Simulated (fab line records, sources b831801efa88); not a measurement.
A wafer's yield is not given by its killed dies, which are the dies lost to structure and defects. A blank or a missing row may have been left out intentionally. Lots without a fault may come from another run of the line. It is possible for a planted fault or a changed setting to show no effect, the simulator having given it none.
fab line records    flow sky130
record lots=11  wafers=33  last-day=50
route steps=708 shown VIA1@471 METAL2@487 VIA2@528 CAPM@549
lots that met no fault: taken from a fault-free run of the same line
start-h: the number of hours between the record's first day and the start of the first shown wafer of the lot    wait-h: hours elapsed since this lot's preceding step    " repeats the value in the row above    L1.1+2: a row that stands for several wafers    - either no value or no given start    * or withheld: withheld    < > ~ a bound
route shown NAME@n: names a module that has steps shown in the file, with the first one's number in the route    usual: mean and standard deviation over wafers with no fault    same: alike in all rows    chamber/n: place in a boat    sites: per-site readings    _std_site: the standard deviation of these    _edge_site: mean of outer sites minus mean of inner sites    radius-mm: for every site, how far away it sits from the centre of the wafer    mask NAME#n: copy n    behind: the tool/chamber that last shaped the wafer    hold: what put the lot on hold/how long, in hours/how the hold closed    device: names the non-switching transistor (n, p or np)    end of line: the tests these same wafers got at the end of their route    a step given without rows: its recipe and nothing more    killed: dies lost to structure and defects at the first sort, not the wafer's yield    map: a wafer's dies, x killed, . not, _ none there
set.NAME: the setting the step ran with; set.NAME@STEP: the setting that earlier step ran with    model.NAME: the simulator's own value behind a step, which no gauge read
the route's steps for a sample of lots (tables are steps, rows are wafers)
services: from which hour (start-h, from the record's first day; less than 0 if before it) a tool's chamber was out of use, for how many hours, and why
## steps
# step SKY_VIA1_OVL_MEAS_13
# usual VIA1_OVL=-2/5.9
lot.wafer  tool        chamber  start-h  wait-h  VIA1_OVL[nm]
L476.3     overlay-02  -        782.43   0.1     6
L476.4     "           -        "        "       -7
L476.6     "           -        "        "       -2
L477.2     overlay-02  -        791.58   0.1     -3
L477.4     "           -        "        "       -1
L477.6     "           -        "        "       -3
L478.1     overlay-01  -        823.71   0.1     -3
L478.2     "           -        "        "       -4
L478.6     "           -        "        "       -3
L480.2     overlay-01  -        825.18   0.1     -3
L480.4     "           -        "        "       2
L480.5     "           -        "        "       -2
L479.1     overlay-02  -        827.06   0.1     -5
L479.2     "           -        "        "       -3
L479.4     "           -        "        "       -7
L487.1     overlay-02  -        875.51   0.1     0
L487.3     "           -        "        "       -9
L487.4     "           -        "        "       -3
L490.2     overlay-02  -        899.93   0.1     0
L490.4     "           -        "        "       2
L490.5     "           -        "        "       0
L491.2     overlay-01  -        906.86   0.1     11
L491.3     "           -        "        "       3
L491.6     "           -        "        "       4
L492.2     overlay-02  -        913.66   0.1     9
L492.3     "           -        "        "       12
L492.5     "           -        "        "       -1
L495.1     overlay-01  -        940.37   0.1     -9
L495.3     "           -        "        "       -8
L495.6     "           -        "        "       -3
L499.2     overlay-02  -        982.58   0.1     -12
L499.4     "           -        "        "       -7
L499.6     "           -        "        "       -12
# step SKY_METAL2_SPUTTER_04
# recipe material=TiN  target-thk-nm=70  power-w=6500  time-s=58.3  chamber-pressure-pa=0.4
# usual throttle-valve-pct=30.5/0.83
lot.wafer  tool            chamber  start-h  wait-h  throttle-valve-pct
L476.3     pvd-sputter-03  -        783.86   0.0     30.0
L476.4     "               -        "        "       28.9
L476.6     "               -        "        "       28.6
L477.2     pvd-sputter-04  -        793.02   0.0     29.4
L477.4     "               -        "        "       31.1
L477.6     "               -        "        "       30.9
L478.1     pvd-sputter-01  -        825.15   0.0     30.8
L478.2     "               -        "        "       31.5
L478.6     "               -        "        "       30.7
L480.2     pvd-sputter-03  -        826.61   0.0     29.3
L480.4     "               -        "        "       30.5
L480.5     "               -        "        "       30.4
L479.1     pvd-sputter-01  -        828.50   0.0     31.4
L479.2     "               -        "        "       30.6
L479.4     "               -        "        "       31.0
L487.1     pvd-sputter-01  -        876.96   0.0     30.9
L487.3     "               -        "        "       30.9
L487.4     "               -        "        "       30.7
L490.2     pvd-sputter-03  -        901.36   0.0     30.4
L490.4     "               -        "        "       28.7
L490.5     "               -        "        "       29.9
L491.2     pvd-sputter-01  -        908.34   0.0     30.8
L491.3     "               -        "        "       30.9
L491.6     "               -        "        "       31.0
L492.2     pvd-sputter-03  -        915.11   0.0     30.4
L492.3     "               -        "        "       28.9
L492.5     "               -        "        "       29.9
L495.1     pvd-sputter-01  -        941.82   0.0     31.4
L495.3     "               -        "        "       30.8
L495.6     "               -        "        "       30.5
L499.2     pvd-sputter-01  -        984.01   0.0     30.8
L499.4     "               -        "        "       31.4
L499.6     "               -        "        "       30.7
# step SKY_VIA2_CVD_21
# recipe material=W  target-thk-nm=420  time-s=126.4  temp-c=400  pressure-torr=40
# usual chamber-pressure-Torr=40.02/0.088  heater-power-w=816/87
lot.wafer  tool      chamber  start-h  wait-h  chamber-pressure-Torr  heater-power-w
L476.3     cvd-w-01  0        838.73   0.1     40.10                  886
L476.4     "         1        "        "       39.95                  944
L476.6     "         0        "        "       40.01                  864
L477.2     cvd-w-01  1        848.37   0.0     39.96                  1002
L477.4     "         0        "        "       39.96                  874
L477.6     "         1        "        "       40.00                  999
L478.1     cvd-w-01  1        879.81   0.0     39.85                  977
L478.2     "         0        "        "       40.00                  866
L478.6     "         1        "        "       40.01                  985
L480.2     cvd-w-01  1        881.49   0.0     40.06                  982
L480.4     "         0        "        "       40.12                  846
L480.5     "         1        "        "       40.05                  975
L479.1     cvd-w-02  0        883.26   0.0     40.01                  725
L479.2     "         1        "        "       39.93                  755
L479.4     "         0        "        "       40.04                  722
L487.1     cvd-w-01  1        931.03   0.0     39.99                  904
L487.3     "         0        "        "       40.09                  796
L487.4     "         1        "        "       39.98                  902
L490.2     cvd-w-02  0        953.37   0.0     40.04                  738
L490.4     "         0        "        "       40.16                  721
L490.5     "         0        "        "       40.03                  725
L491.2     cvd-w-01  0        959.91   0.0     40.01                  811
L491.3     "         0        "        "       39.89                  797
L491.6     "         1        "        "       40.00                  901
L492.2     cvd-w-02  0        966.84   0.0     40.08                  735
L492.3     "         1        "        "       40.15                  760
L492.5     "         0        "        "       39.99                  728
L495.1     cvd-w-02  0        993.09   0.0     40.03                  720
L495.3     "         1        "        "       40.12                  740
L495.6     "         1        "        "       40.21                  745
L499.2     cvd-w-02  0        1032.18  0.0     40.04                  735
L499.4     "         0        "        "       39.92                  729
L499.6     "         1        "        "       40.02                  750
# step SKY_VIA2_RS_MEAS_22
# recipe thk-meas-gauge=four-point-probe  reads=W_of_VIA2_CVD_21+TiN_of_VIA2_SPUTTER_20
# usual VIA2_W_RS=0.2756/0.0025
lot.wafer  tool           chamber  start-h  wait-h  VIA2_W_RS[ohm/sq]
L476.3     film-metro-03  -        838.85   0.1     0.2703
L476.4     "              -        "        "       0.2730
L476.6     "              -        "        "       0.2752
L477.2     film-metro-03  -        848.52   0.1     0.2767
L477.4     "              -        "        "       0.2739
L477.6     "              -        "        "       0.2791
L478.1     film-metro-03  -        879.94   0.1     0.2758
L478.2     "              -        "        "       0.2794
L478.6     "              -        "        "       0.2771
L480.2     film-metro-02  -        881.64   0.1     0.2736
L480.4     "              -        "        "       0.2743
L480.5     "              -        "        "       0.2736
L479.1     film-metro-03  -        883.39   0.1     0.2808
L479.2     "              -        "        "       0.2764
L479.4     "              -        "        "       0.2771
L487.1     film-metro-03  -        931.16   0.1     0.2765
L487.3     "              -        "        "       0.3862
L487.4     "              -        "        "       0.2760
L490.2     film-metro-02  -        953.52   0.1     0.2750
L490.4     "              -        "        "       0.2728
L490.5     "              -        "        "       0.2727
L491.2     film-metro-02  -        960.06   0.1     0.3792
L491.3     "              -        "        "       0.3722
L491.6     "              -        "        "       0.2717
L492.2     film-metro-03  -        966.99   0.1     0.2739
L492.3     "              -        "        "       0.2720
L492.5     "              -        "        "       0.2722
L495.1     film-metro-03  -        993.22   0.1     0.2816
L495.3     "              -        "        "       0.2806
L495.6     "              -        "        "       0.2799
L499.2     film-metro-03  -        1032.34  0.1     0.2808
L499.4     "              -        "        "       0.2773
L499.6     "              -        "        "       0.2782
# step SKY_VIA2_THK_MEAS_23
# recipe thk-meas-gauge=xrf  reads=W_of_VIA2_CVD_21
# usual VIA2_W_THK=431/4.1
lot.wafer  tool           chamber  start-h  wait-h  VIA2_W_THK[nm]
L476.3     film-metro-03  -        838.95   0.1     439
L476.4     "              -        "        "       435
L476.6     "              -        "        "       430
L477.2     film-metro-03  -        848.63   0.1     432
L477.4     "              -        "        "       434
L477.6     "              -        "        "       428
L478.1     film-metro-03  -        880.06   0.1     431
L478.2     "              -        "        "       429
L478.6     "              -        "        "       431
L480.2     film-metro-02  -        881.75   0.1     425
L480.4     "              -        "        "       423
L480.5     "              -        "        "       429
L479.1     film-metro-03  -        883.51   0.1     428
L479.2     "              -        "        "       435
L479.4     "              -        "        "       435
L487.1     film-metro-03  -        931.28   0.1     435
L487.3     "              -        "        "       307
L487.4     "              -        "        "       431
L490.2     film-metro-02  -        953.63   0.1     436
L490.4     "              -        "        "       440
L490.5     "              -        "        "       438
L491.2     film-metro-02  -        960.17   0.1     310
L491.3     "              -        "        "       316
L491.6     "              -        "        "       434
L492.2     film-metro-03  -        967.10   0.1     436
L492.3     "              -        "        "       437
L492.5     "              -        "        "       440
L495.1     film-metro-03  -        993.34   0.1     427
L495.3     "              -        "        "       430
L495.6     "              -        "        "       427
L499.2     film-metro-03  -        1032.45  0.1     427
L499.4     "              -        "        "       431
L499.6     "              -        "        "       429
# step SKY_VIA2_CMP_24
# recipe stop-on=SiO2  t-overpolish-s=20  down-force-psi=3.5  platen-rpm=60  target-thk-nm=0  pad-velocity-m-s=0.94248
# usual motor-current-A=11.3/1  platen-rpm=60.00/0.039  time-to-endpoint-s=100/3.3
lot.wafer  tool    chamber  start-h  wait-h  motor-current-A  platen-rpm  time-to-endpoint-s
L476.4     cmp-02  1        838.99   0.0     10.3             59.98       101
L476.3     "       2        "        "       11.2             60.01       98
L476.6     "       1        "        "       10.2             59.95       97
L477.4     cmp-02  3        848.75   0.1     12.2             60.01       100
L477.2     "       0        "        "       11.6             59.90       99
L477.6     "       0        "        "       11.9             59.96       97
L478.2     cmp-02  3        880.17   0.1     12.4             59.97       100
L478.1     "       1        "        "       9.7              60.00       105
L478.6     "       3        "        "       12.2             59.98       96
L480.4     cmp-01  1        881.90   0.1     12.3             60.02       101
L480.2     "       2        "        "       12.3             60.02       101
L480.5     "       0        "        "       10.5             60.04       95
L479.2     cmp-02  1        883.57   0.0     9.5              60.01       103
L479.4     "       2        "        "       11.3             59.98       101
L479.1     "       3        "        "       12.3             60.03       94
L487.4     cmp-01  0        931.39   0.1     10.6             59.98       101
L487.3     "       1        "        "       12.3             60.04       68
L487.1     "       2        "        "       11.9             60.03       102
L490.4     cmp-01  3        953.68   0.0     10.2             60.05       101
L490.2     "       0        "        "       10.6             59.97       99
L490.5     "       3        "        "       10.6             60.04       99
L491.3     cmp-02  1        960.22   0.0     9.2              59.97       75
L491.2     "       3        "        "       12.2             60.02       71
L491.6     "       1        "        "       9.7              60.00       101
L492.2     cmp-01  3        967.15   0.0     10.6             59.95       100
L492.3     "       1        "        "       13.2             60.06       105
L492.5     "       3        "        "       10.1             59.99       105
L495.1     cmp-02  3        993.91   0.6     12.2             59.92       100
L495.3     "       0        "        "       11.3             60.01       103
L495.6     "       3        "        "       12.6             59.96       102
L499.4     cmp-02  1        1032.50  0.0     9.7              60.03       107
L499.2     "       0        "        "       11.1             59.95       101
L499.6     "       2        "        "       11.7             60.01       109
# step SKY_CAPM_OVL_MEAS_12
# usual CAPM_OVL=0.2/1.2
lot.wafer  tool        chamber  start-h  wait-h  CAPM_OVL[nm]
L476.3     overlay-01  -        865.36   0.1     -0.2
L476.4     "           -        "        "       -1.5
L476.6     "           -        "        "       0.2
L477.2     overlay-01  -        875.70   0.1     -1.5
L477.4     "           -        "        "       0.5
L477.6     "           -        "        "       -1.6
L478.1     overlay-01  -        905.64   0.1     1.9
L478.2     "           -        "        "       -0.5
L478.6     "           -        "        "       0.5
L480.2     overlay-01  -        908.21   0.1     -1.1
L480.4     "           -        "        "       1.2
L480.5     "           -        "        "       0.8
L479.1     overlay-01  -        909.09   0.1     0.5
L479.2     "           -        "        "       -1.1
L479.4     "           -        "        "       -0.8
L487.1     overlay-02  -        955.55   0.1     1.2
L487.3     "           -        "        "       0.0
L487.4     "           -        "        "       1.3
L490.2     overlay-01  -        978.28   0.1     0.6
L490.4     "           -        "        "       -1.3
L490.5     "           -        "        "       0.2
L491.2     overlay-01  -        984.63   0.1     -0.4
L491.3     "           -        "        "       -0.3
L491.6     "           -        "        "       -0.4
L492.2     overlay-01  -        991.53   0.1     1.1
L492.3     "           -        "        "       -0.2
L492.5     "           -        "        "       1.7
L495.1     overlay-02  -        1017.60  0.1     2.2
L495.3     "           -        "        "       -1.1
L495.6     "           -        "        "       -0.5
L499.2     overlay-02  -        1054.53  0.1     0.0
L499.4     "           -        "        "       0.2
L499.6     "           -        "        "       -0.2
## services
tool            chamber  start-h  hours  kind
cmp-02          -        794.43   1.6    repair
cmp-01          -        796.01   6.2    pm
pvd-sputter-01  -        797.40   1.8    repair
cmp-01          -        809.56   2.5    repair
cmp-01          -        812.01   4.8    pm
pvd-sputter-01  -        813.65   4.5    repair
cvd-w-02        -        829.85   1.0    repair
cvd-w-01        -        833.73   4.3    pm
cmp-01          -        836.27   0.3    repair
cmp-01          -        848.59   3.6    repair
cvd-w-02        1        876.03   5.0    repair
cmp-01          -        896.91   1.7    repair
cmp-02          -        901.17   2.3    repair
cvd-w-01        -        904.00   14.0   pm
cmp-01          -        913.27   2.5    repair
cmp-01          -        919.28   4.0    pm
cmp-02          -        931.80   2.9    repair
cmp-01          -        947.85   1.0    repair
cmp-01          -        984.17   0.3    repair
cmp-01          -        985.14   17.0   pm
cmp-02          -        987.11   2.2    repair
cvd-w-02        0        1008.19  1.7    repair
cmp-02          -        1008.99  1.9    repair
cmp-02          -        1025.09  1.5    repair
## key
first-sign step=SKY_VIA2_RS_MEAS_22  reading=VIA2_W_RS  direction=up  sigmas=41  usual=0.2756  struck=0.3792
effect step=SKY_VIA2_THK_MEAS_23  reading=VIA2_W_THK  direction=down  sigmas=30  usual=431  struck=311
effect step=SKY_VIA2_CMP_24  reading=time-to-endpoint-s  direction=down  sigmas=8.8  usual=*  struck=*
met-at SKY_VIA2_CVD_21
struck-lots L487,L491
struck-wafers L487.3,L491.2,L491.3
not-acting-at SKY_VIA1_OVL_MEAS_13,SKY_METAL2_SPUTTER_04,SKY_CAPM_OVL_MEAS_12
onset-between 881.49 931.03
fault kind=process-parameter-drift  tool=cvd-w-01  chamber=0  onset-h=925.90  steps=SKY_VIA2_CVD_21  channel=target-thk-nm  offset=-112.82  shape=step  end-h=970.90  acts-in=these-recipes-only  stated=420
